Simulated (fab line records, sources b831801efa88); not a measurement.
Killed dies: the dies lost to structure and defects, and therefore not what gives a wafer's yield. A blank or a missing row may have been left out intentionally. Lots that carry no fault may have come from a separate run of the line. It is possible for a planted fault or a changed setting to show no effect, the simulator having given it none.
fab line records / flow gf180mcu / part 2 of 2: steps 29 to 39 of 39
record lots=5 wafers=15 last_day=34
route steps=602 shown VT_IMPLANT@126 MVSD@136 NWELL@137 LVPWELL@138 MVPSD@139 DUAL_GATE@141 POLY_GATE@157
lots untouched by any fault: they come from a run of this same line in which no faults occurred
start_h: the number of hours between the record's first day and the start of the first shown wafer of the lot / wait_h: hours from the lot's prior step to this one / " unchanged from the row above / L1.1+2: a row that stands for several wafers / - no value present, or no start provided / * or withheld: withheld / < > ~ a bound
route shown NAME@n: a module of which the file shows steps, and the number in the route of the first / usual: mean/standard deviation taken from wafers without a fault / same: alike in all rows / chamber/n: place in a boat / sites: each site's reading / _std_site: the values' standard deviation / _edge_site: the outer-site mean with the inner-site mean subtracted / radius_mm: for every site, how far away it sits from the centre of the wafer / mask NAME#n: copy n / behind: the last tool/chamber to shape the wafer / hold: cause of the lot's hold/its duration in hours/its outcome / device: names the non-switching transistor (n, p or np) / end of line: the route-end tests of the same wafers / for a step that has no rows: nothing shown but its recipe / killed: dies lost to structure and defects at the first sort, not the wafer's yield / map: per-die view of a wafer (x killed, . not killed, _ where there is no die)
set.NAME: setting as actually run; set.NAME@STEP: the setting as run at that earlier step / model.NAME: the simulator's own value behind a step, which no gauge read
lots at selected steps of the route; one table per step, one row per wafer
services: the hour from which a tool's chamber was out of use, counted from the record's first day as start_h (under 0 if before that day), plus the number of hours and why
## steps
# step GF_DUAL_GATE_STRIP_13
# recipe chemistry=O2/N2 power_w=1400 pressure_mtorr=1500 platen_temp_c=250 o2_flow_sccm=3000 n2_flow_sccm=300 overash_fraction=0.5
# usual drypump_motor_current_A=5.70/0.12 heater_power_w=348/12 oes_product_au=0.716/0.0041 strip_time_to_endpoint_s=12.64/0.038
# same overash_fraction=0.5
lot.wafer=L074.2 tool=plasma_asher-02 chamber=0 start_h=177.20 wait_h=0.0 drypump_motor_current_A=5.51 heater_power_w=339 oes_product_au=0.719 rf_hours_counter_h=57 strip_time_to_endpoint_s=12.59
lot.wafer=L074.3 tool=plasma_asher-02 chamber=1 start_h=177.20 wait_h=0.0 drypump_motor_current_A=5.79 heater_power_w=344 oes_product_au=0.713 rf_hours_counter_h=- strip_time_to_endpoint_s=12.62
lot.wafer=L074.6 tool=plasma_asher-02 chamber=1 start_h=177.20 wait_h=0.0 drypump_motor_current_A=5.78 heater_power_w=360 oes_product_au=0.720 rf_hours_counter_h=- strip_time_to_endpoint_s=12.67
lot.wafer=L075.2 tool=plasma_asher-02 chamber=1 start_h=184.49 wait_h=0.0 drypump_motor_current_A=5.79 heater_power_w=340 oes_product_au=0.718 rf_hours_counter_h=57 strip_time_to_endpoint_s=12.62
lot.wafer=L075.3 tool=plasma_asher-02 chamber=1 start_h=184.49 wait_h=0.0 drypump_motor_current_A=5.79 heater_power_w=349 oes_product_au=0.717 rf_hours_counter_h=- strip_time_to_endpoint_s=12.65
lot.wafer=L075.6 tool=plasma_asher-02 chamber=0 start_h=184.49 wait_h=0.0 drypump_motor_current_A=5.52 heater_power_w=341 oes_product_au=0.716 rf_hours_counter_h=- strip_time_to_endpoint_s=12.62
lot.wafer=L079.2 tool=plasma_asher-03 chamber=1 start_h=208.04 wait_h=0.0 drypump_motor_current_A=5.75 heater_power_w=380 oes_product_au=0.720 rf_hours_counter_h=10 strip_time_to_endpoint_s=12.57
lot.wafer=L079.3 tool=plasma_asher-03 chamber=0 start_h=208.04 wait_h=0.0 drypump_motor_current_A=5.68 heater_power_w=324 oes_product_au=0.714 rf_hours_counter_h=- strip_time_to_endpoint_s=12.65
lot.wafer=L079.4 tool=plasma_asher-03 chamber=1 start_h=208.04 wait_h=0.0 drypump_motor_current_A=5.67 heater_power_w=373 oes_product_au=0.714 rf_hours_counter_h=- strip_time_to_endpoint_s=12.60
lot.wafer=L095.3 tool=plasma_asher-04 chamber=0 start_h=320.14 wait_h=0.0 drypump_motor_current_A=5.83 heater_power_w=350 oes_product_au=0.714 rf_hours_counter_h=- strip_time_to_endpoint_s=12.65
lot.wafer=L095.5 tool=plasma_asher-04 chamber=1 start_h=320.14 wait_h=0.0 drypump_motor_current_A=5.73 heater_power_w=338 oes_product_au=0.711 rf_hours_counter_h=- strip_time_to_endpoint_s=12.70
lot.wafer=L095.6 tool=plasma_asher-04 chamber=0 start_h=320.14 wait_h=0.0 drypump_motor_current_A=5.83 heater_power_w=346 oes_product_au=0.710 rf_hours_counter_h=- strip_time_to_endpoint_s=12.67
lot.wafer=L096.3 tool=plasma_asher-04 chamber=0 start_h=328.93 wait_h=0.0 drypump_motor_current_A=5.84 heater_power_w=350 oes_product_au=0.714 rf_hours_counter_h=- strip_time_to_endpoint_s=12.64
lot.wafer=L096.5 tool=plasma_asher-04 chamber=0 start_h=328.93 wait_h=0.0 drypump_motor_current_A=5.85 heater_power_w=351 oes_product_au=0.709 rf_hours_counter_h=- strip_time_to_endpoint_s=12.68
lot.wafer=L096.6 tool=plasma_asher-04 chamber=1 start_h=328.93 wait_h=0.0 drypump_motor_current_A=5.74 heater_power_w=344 oes_product_au=0.718 rf_hours_counter_h=- strip_time_to_endpoint_s=12.65
# step GF_DUAL_GATE_CLEAN_14
# recipe chemistry=SC1/SC2 mix=1:4:20 temp_c=70 time_s=150 dry=n2_spin
# usual bath_heat_duty_pct=13.0/1.2
# same time_s=150
lot.wafer=L074.2 tool=wet_bench-01 chamber=0 start_h=177.30 wait_h=0.1 bath_heat_duty_pct=12.8
lot.wafer=L074.3 tool=wet_bench-01 chamber=0 start_h=177.30 wait_h=0.1 bath_heat_duty_pct=12.1
lot.wafer=L074.6 tool=wet_bench-01 chamber=0 start_h=177.30 wait_h=0.1 bath_heat_duty_pct=12.3
lot.wafer=L075.2 tool=wet_bench-01 chamber=1 start_h=184.59 wait_h=0.1 bath_heat_duty_pct=11.7
lot.wafer=L075.3 tool=wet_bench-01 chamber=1 start_h=184.59 wait_h=0.1 bath_heat_duty_pct=11.0
lot.wafer=L075.6 tool=wet_bench-01 chamber=1 start_h=184.59 wait_h=0.1 bath_heat_duty_pct=12.3
lot.wafer=L079.2 tool=wet_bench-03 chamber=1 start_h=208.14 wait_h=0.1 bath_heat_duty_pct=13.0
lot.wafer=L079.3 tool=wet_bench-03 chamber=1 start_h=208.14 wait_h=0.1 bath_heat_duty_pct=14.0
lot.wafer=L079.4 tool=wet_bench-03 chamber=1 start_h=208.14 wait_h=0.1 bath_heat_duty_pct=14.7
lot.wafer=L095.3 tool=wet_bench-03 chamber=3 start_h=320.20 wait_h=0.0 bath_heat_duty_pct=14.3
lot.wafer=L095.5 tool=wet_bench-03 chamber=3 start_h=320.20 wait_h=0.0 bath_heat_duty_pct=14.4
lot.wafer=L095.6 tool=wet_bench-03 chamber=3 start_h=320.20 wait_h=0.0 bath_heat_duty_pct=13.6
lot.wafer=L096.3 tool=wet_bench-03 chamber=2 start_h=328.99 wait_h=0.0 bath_heat_duty_pct=12.2
lot.wafer=L096.5 tool=wet_bench-03 chamber=2 start_h=328.99 wait_h=0.0 bath_heat_duty_pct=11.3
lot.wafer=L096.6 tool=wet_bench-03 chamber=2 start_h=328.99 wait_h=0.0 bath_heat_duty_pct=11.6
# step GF_DUAL_GATE_OXIDATION_15
# recipe temp_c=850 ambient=O2 stabilise_s=600 purge_s=300 target_thk_a=70.98 ox_time_s=1995
# usual zone_power_bottom_pct=25.2/2.8
lot.wafer=L074.2 tool=furnace-01 chamber=0 start_h=177.35 wait_h=0.0 zone_power_bottom_pct=28.1
lot.wafer=L074.3 tool=furnace-01 chamber=0 start_h=177.35 wait_h=0.0 zone_power_bottom_pct=28.5
lot.wafer=L074.6 tool=furnace-01 chamber=0 start_h=177.35 wait_h=0.0 zone_power_bottom_pct=29.0
lot.wafer=L075.2 tool=furnace-02 chamber=0 start_h=185.53 wait_h=0.9 zone_power_bottom_pct=22.7
lot.wafer=L075.3 tool=furnace-02 chamber=0 start_h=185.53 wait_h=0.9 zone_power_bottom_pct=23.1
lot.wafer=L075.6 tool=furnace-02 chamber=0 start_h=185.53 wait_h=0.9 zone_power_bottom_pct=23.2
lot.wafer=L079.2 tool=furnace-01 chamber=0 start_h=209.79 wait_h=1.6 zone_power_bottom_pct=28.4
lot.wafer=L079.3 tool=furnace-01 chamber=0 start_h=209.79 wait_h=1.6 zone_power_bottom_pct=28.8
lot.wafer=L079.4 tool=furnace-01 chamber=0 start_h=209.79 wait_h=1.6 zone_power_bottom_pct=28.8
lot.wafer=L095.3 tool=furnace-01 chamber=0 start_h=321.23 wait_h=1.0 zone_power_bottom_pct=28.4
lot.wafer=L095.5 tool=furnace-01 chamber=0 start_h=321.23 wait_h=1.0 zone_power_bottom_pct=28.3
lot.wafer=L095.6 tool=furnace-01 chamber=0 start_h=321.23 wait_h=1.0 zone_power_bottom_pct=28.3
lot.wafer=L096.3 tool=furnace-01 chamber=0 start_h=329.04 wait_h=0.0 zone_power_bottom_pct=28.8
lot.wafer=L096.5 tool=furnace-01 chamber=0 start_h=329.04 wait_h=0.0 zone_power_bottom_pct=28.1
lot.wafer=L096.6 tool=furnace-01 chamber=0 start_h=329.04 wait_h=0.0 zone_power_bottom_pct=29.0
# step GF_POLY_GATE_CVD_00
# recipe material=poly-Si target_thk_nm=200 temp_c=620 time_s=1200 pressure_mtorr=200
# usual zone_power_bottom_pct=12.3/0.69
# same time_s=1200
lot.wafer=L074.2 tool=lpcvd-02 chamber=0 start_h=178.90 wait_h=0.0 zone_power_bottom_pct=11.9
lot.wafer=L074.3 tool=lpcvd-02 chamber=0 start_h=178.90 wait_h=0.0 zone_power_bottom_pct=11.6
lot.wafer=L074.6 tool=lpcvd-02 chamber=0 start_h=178.90 wait_h=0.0 zone_power_bottom_pct=11.9
lot.wafer=L075.2 tool=lpcvd-01 chamber=1 start_h=187.08 wait_h=0.0 zone_power_bottom_pct=13.2
lot.wafer=L075.3 tool=lpcvd-01 chamber=1 start_h=187.08 wait_h=0.0 zone_power_bottom_pct=13.1
lot.wafer=L075.6 tool=lpcvd-01 chamber=1 start_h=187.08 wait_h=0.0 zone_power_bottom_pct=13.2
lot.wafer=L079.2 tool=lpcvd-01 chamber=0 start_h=211.35 wait_h=0.0 zone_power_bottom_pct=13.1
lot.wafer=L079.3 tool=lpcvd-01 chamber=0 start_h=211.35 wait_h=0.0 zone_power_bottom_pct=12.9
lot.wafer=L079.4 tool=lpcvd-01 chamber=0 start_h=211.35 wait_h=0.0 zone_power_bottom_pct=13.1
lot.wafer=L095.3 tool=lpcvd-01 chamber=0 start_h=322.78 wait_h=0.0 zone_power_bottom_pct=13.0
lot.wafer=L095.5 tool=lpcvd-01 chamber=0 start_h=322.78 wait_h=0.0 zone_power_bottom_pct=13.0
lot.wafer=L095.6 tool=lpcvd-01 chamber=0 start_h=322.78 wait_h=0.0 zone_power_bottom_pct=13.0
lot.wafer=L096.3 tool=lpcvd-02 chamber=1 start_h=330.60 wait_h=0.0 zone_power_bottom_pct=11.7
lot.wafer=L096.5 tool=lpcvd-02 chamber=1 start_h=330.60 wait_h=0.0 zone_power_bottom_pct=11.8
lot.wafer=L096.6 tool=lpcvd-02 chamber=1 start_h=330.60 wait_h=0.0 zone_power_bottom_pct=11.6
# step GF_POLY_GATE_THK_MEAS_01
# recipe reads=poly-Si_of_POLY_GATE_CVD_00
# usual POLY_GATE_CVD_00_THK=200.0/1.6
lot.wafer=L074.2 tool=film_metro-04 chamber=- start_h=180.25 wait_h=0.0 POLY_GATE_CVD_00_THK[nm]=200.3
lot.wafer=L074.3 tool=film_metro-04 chamber=- start_h=180.25 wait_h=0.0 POLY_GATE_CVD_00_THK[nm]=199.4
lot.wafer=L074.6 tool=film_metro-04 chamber=- start_h=180.25 wait_h=0.0 POLY_GATE_CVD_00_THK[nm]=199.3
lot.wafer=L075.2 tool=film_metro-01 chamber=- start_h=188.42 wait_h=0.0 POLY_GATE_CVD_00_THK[nm]=202.6
lot.wafer=L075.3 tool=film_metro-01 chamber=- start_h=188.42 wait_h=0.0 POLY_GATE_CVD_00_THK[nm]=203.9
lot.wafer=L075.6 tool=film_metro-01 chamber=- start_h=188.42 wait_h=0.0 POLY_GATE_CVD_00_THK[nm]=203.6
lot.wafer=L079.2 tool=film_metro-03 chamber=- start_h=212.69 wait_h=0.0 POLY_GATE_CVD_00_THK[nm]=200.7
lot.wafer=L079.3 tool=film_metro-03 chamber=- start_h=212.69 wait_h=0.0 POLY_GATE_CVD_00_THK[nm]=199.9
lot.wafer=L079.4 tool=film_metro-03 chamber=- start_h=212.69 wait_h=0.0 POLY_GATE_CVD_00_THK[nm]=199.1
lot.wafer=L095.3 tool=film_metro-03 chamber=- start_h=324.14 wait_h=0.0 POLY_GATE_CVD_00_THK[nm]=198.5
lot.wafer=L095.5 tool=film_metro-03 chamber=- start_h=324.14 wait_h=0.0 POLY_GATE_CVD_00_THK[nm]=198.3
lot.wafer=L095.6 tool=film_metro-03 chamber=- start_h=324.14 wait_h=0.0 POLY_GATE_CVD_00_THK[nm]=198.8
lot.wafer=L096.3 tool=film_metro-01 chamber=- start_h=331.95 wait_h=0.0 POLY_GATE_CVD_00_THK[nm]=196.4
lot.wafer=L096.5 tool=film_metro-01 chamber=- start_h=331.95 wait_h=0.0 POLY_GATE_CVD_00_THK[nm]=197.5
lot.wafer=L096.6 tool=film_metro-01 chamber=- start_h=331.95 wait_h=0.0 POLY_GATE_CVD_00_THK[nm]=198.0
# step GF_POLY_GATE_DEHYDRATE_02
# recipe temp_c=200 time_s=60
# usual heater_power_total_W=160.38/0.11
# same time_s=60
lot.wafer=L074.2 tool=litho_track-01 chamber=0 start_h=188.05 wait_h=7.8 heater_power_total_W=160.36
lot.wafer=L074.3 tool=litho_track-01 chamber=0 start_h=188.05 wait_h=7.8 heater_power_total_W=160.26
lot.wafer=L074.6 tool=litho_track-01 chamber=0 start_h=188.05 wait_h=7.8 heater_power_total_W=160.51
lot.wafer=L075.2 tool=litho_track-02 chamber=0 start_h=196.51 wait_h=8.1 heater_power_total_W=160.18
lot.wafer=L075.3 tool=litho_track-02 chamber=0 start_h=196.51 wait_h=8.1 heater_power_total_W=160.27
lot.wafer=L075.6 tool=litho_track-02 chamber=0 start_h=196.51 wait_h=8.1 heater_power_total_W=160.42
lot.wafer=L079.2 tool=litho_track-01 chamber=0 start_h=220.80 wait_h=8.1 heater_power_total_W=160.35
lot.wafer=L079.3 tool=litho_track-01 chamber=0 start_h=220.80 wait_h=8.1 heater_power_total_W=160.33
lot.wafer=L079.4 tool=litho_track-01 chamber=0 start_h=220.80 wait_h=8.1 heater_power_total_W=160.41
lot.wafer=L095.3 tool=litho_track-03 chamber=0 start_h=334.17 wait_h=10.0 heater_power_total_W=160.48
lot.wafer=L095.5 tool=litho_track-03 chamber=0 start_h=334.17 wait_h=10.0 heater_power_total_W=160.33
lot.wafer=L095.6 tool=litho_track-03 chamber=0 start_h=334.17 wait_h=10.0 heater_power_total_W=160.50
lot.wafer=L096.3 tool=litho_track-03 chamber=0 start_h=342.27 wait_h=10.3 heater_power_total_W=160.39
lot.wafer=L096.5 tool=litho_track-03 chamber=0 start_h=342.27 wait_h=10.3 heater_power_total_W=160.36
lot.wafer=L096.6 tool=litho_track-03 chamber=0 start_h=342.27 wait_h=10.3 heater_power_total_W=160.24
# step GF_POLY_GATE_HMDS_03
# recipe prime_time_s=60 prime_temp_c=120
lot.wafer=L074.2+3+6 tool=litho_track-01 chamber=0 start_h=188.20 wait_h=0.1
lot.wafer=L075.2+3+6 tool=litho_track-02 chamber=0 start_h=196.66 wait_h=0.1
lot.wafer=L079.2+3+4 tool=litho_track-01 chamber=0 start_h=220.95 wait_h=0.1
lot.wafer=L095.3+5+6 tool=litho_track-03 chamber=0 start_h=334.32 wait_h=0.1
lot.wafer=L096.3+5+6 tool=litho_track-03 chamber=0 start_h=342.42 wait_h=0.1
# step GF_POLY_GATE_COAT_04
# recipe resist=BARC temp_c=withheld time_s=withheld spin_rpm=withheld resist_thk_nm=withheld
lot.wafer=L074.2+3+6 tool=litho_track-01 chamber=0 start_h=188.35 wait_h=0.1
lot.wafer=L075.2+3+6 tool=litho_track-02 chamber=0 start_h=196.81 wait_h=0.1
lot.wafer=L079.2+3+4 tool=litho_track-01 chamber=0 start_h=221.10 wait_h=0.1
lot.wafer=L095.3+5+6 tool=litho_track-03 chamber=0 start_h=334.47 wait_h=0.1
lot.wafer=L096.3+5+6 tool=litho_track-03 chamber=0 start_h=342.57 wait_h=0.1
# step GF_POLY_GATE_COAT_05
# recipe resist=KrF spin_rpm=withheld resist_thk_nm=700
lot.wafer=L074.2+3+6 tool=litho_track-01 chamber=0 start_h=- wait_h=-
lot.wafer=L075.2+3+6 tool=litho_track-02 chamber=0 start_h=- wait_h=-
lot.wafer=L079.2+3+4 tool=litho_track-01 chamber=0 start_h=- wait_h=-
lot.wafer=L095.3+5+6 tool=litho_track-03 chamber=0 start_h=- wait_h=-
lot.wafer=L096.3+5+6 tool=litho_track-03 chamber=0 start_h=- wait_h=-
# step GF_POLY_GATE_SOFTBAKE_06
# recipe temp_c=130 time_s=60 resist=KrF
# usual heater_power_total_W=93.06/0.06
# same time_s=60
lot.wafer=L074.2 tool=litho_track-01 chamber=0 start_h=- wait_h=- heater_power_total_W=93.10
lot.wafer=L074.3 tool=litho_track-01 chamber=0 start_h=- wait_h=- heater_power_total_W=93.07
lot.wafer=L074.6 tool=litho_track-01 chamber=0 start_h=- wait_h=- heater_power_total_W=93.07
lot.wafer=L075.2 tool=litho_track-02 chamber=0 start_h=- wait_h=- heater_power_total_W=93.17
lot.wafer=L075.3 tool=litho_track-02 chamber=0 start_h=- wait_h=- heater_power_total_W=93.01
lot.wafer=L075.6 tool=litho_track-02 chamber=0 start_h=- wait_h=- heater_power_total_W=92.99
lot.wafer=L079.2 tool=litho_track-01 chamber=0 start_h=- wait_h=- heater_power_total_W=93.05
lot.wafer=L079.3 tool=litho_track-01 chamber=0 start_h=- wait_h=- heater_power_total_W=93.09
lot.wafer=L079.4 tool=litho_track-01 chamber=0 start_h=- wait_h=- heater_power_total_W=93.08
lot.wafer=L095.3 tool=litho_track-03 chamber=0 start_h=- wait_h=- heater_power_total_W=93.07
lot.wafer=L095.5 tool=litho_track-03 chamber=0 start_h=- wait_h=- heater_power_total_W=93.19
lot.wafer=L095.6 tool=litho_track-03 chamber=0 start_h=- wait_h=- heater_power_total_W=93.15
lot.wafer=L096.3 tool=litho_track-03 chamber=0 start_h=- wait_h=- heater_power_total_W=93.06
lot.wafer=L096.5 tool=litho_track-03 chamber=0 start_h=- wait_h=- heater_power_total_W=92.99
lot.wafer=L096.6 tool=litho_track-03 chamber=0 start_h=- wait_h=- heater_power_total_W=93.03
# step GF_POLY_GATE_EXPOSE_07
# recipe mask_id=Poly2 target_cd_nm=280 na=0.68 source_shape=conventional sigma_outer=0.6 dose_mj=28
lot.wafer=L074.2+3+6 tool=krf_scanner-01 chamber=0 start_h=- wait_h=- mask=Poly2#0
lot.wafer=L075.2+3+6 tool=krf_scanner-02 chamber=0 start_h=- wait_h=- mask=Poly2#0
lot.wafer=L079.2+3+4 tool=krf_scanner-01 chamber=0 start_h=- wait_h=- mask=Poly2#0
lot.wafer=L095.3+5+6 tool=krf_scanner-02 chamber=0 start_h=- wait_h=- mask=Poly2#0
lot.wafer=L096.3+5+6 tool=krf_scanner-01 chamber=0 start_h=- wait_h=- mask=Poly2#0
## services
tool=krf_scanner-01 chamber=- start_h=145.80 hours=4.0 kind=pm
tool=krf_scanner-01 chamber=- start_h=150.54 hours=2.2 kind=repair
tool=furnace-01 chamber=- start_h=162.08 hours=2.3 kind=pm
tool=plasma_asher-04 chamber=- start_h=162.26 hours=1.9 kind=repair
tool=iline_stepper-02 chamber=- start_h=162.86 hours=4.5 kind=repair
tool=wet_bench-04 chamber=- start_h=165.94 hours=1.3 kind=repair
tool=furnace-01 chamber=- start_h=173.01 hours=2.5 kind=pm
tool=furnace-01 chamber=- start_h=205.26 hours=3.4 kind=pm
tool=krf_scanner-01 chamber=- start_h=208.89 hours=3.6 kind=pm
tool=plasma_asher-04 chamber=- start_h=229.74 hours=13.0 kind=repair
tool=krf_scanner-01 chamber=- start_h=230.68 hours=0.7 kind=repair
tool=krf_scanner-01 chamber=- start_h=231.65 hours=1.0 kind=pm
tool=plasma_asher-04 chamber=- start_h=235.59 hours=4.3 kind=repair
tool=krf_scanner-01 chamber=- start_h=250.18 hours=0.8 kind=pm
tool=lpcvd-01 chamber=- start_h=277.08 hours=28.1 kind=pm
tool=plasma_asher-04 chamber=- start_h=278.03 hours=2.8 kind=pm
tool=krf_scanner-01 chamber=- start_h=296.54 hours=1.3 kind=pm
tool=plasma_asher-04 chamber=- start_h=316.36 hours=0.8 kind=repair
tool=iline_stepper-02 chamber=- start_h=324.31 hours=1.7 kind=pm
tool=iline_stepper-01 chamber=- start_h=327.49 hours=1.7 kind=pm
tool=lpcvd-01 chamber=- start_h=329.01 hours=2.8 kind=pm
tool=lpcvd-01 chamber=- start_h=332.39 hours=1.1 kind=repair
tool=krf_scanner-01 chamber=- start_h=336.93 hours=2.6 kind=repair
tool=furnace-01 chamber=- start_h=340.14 hours=2.8 kind=pm
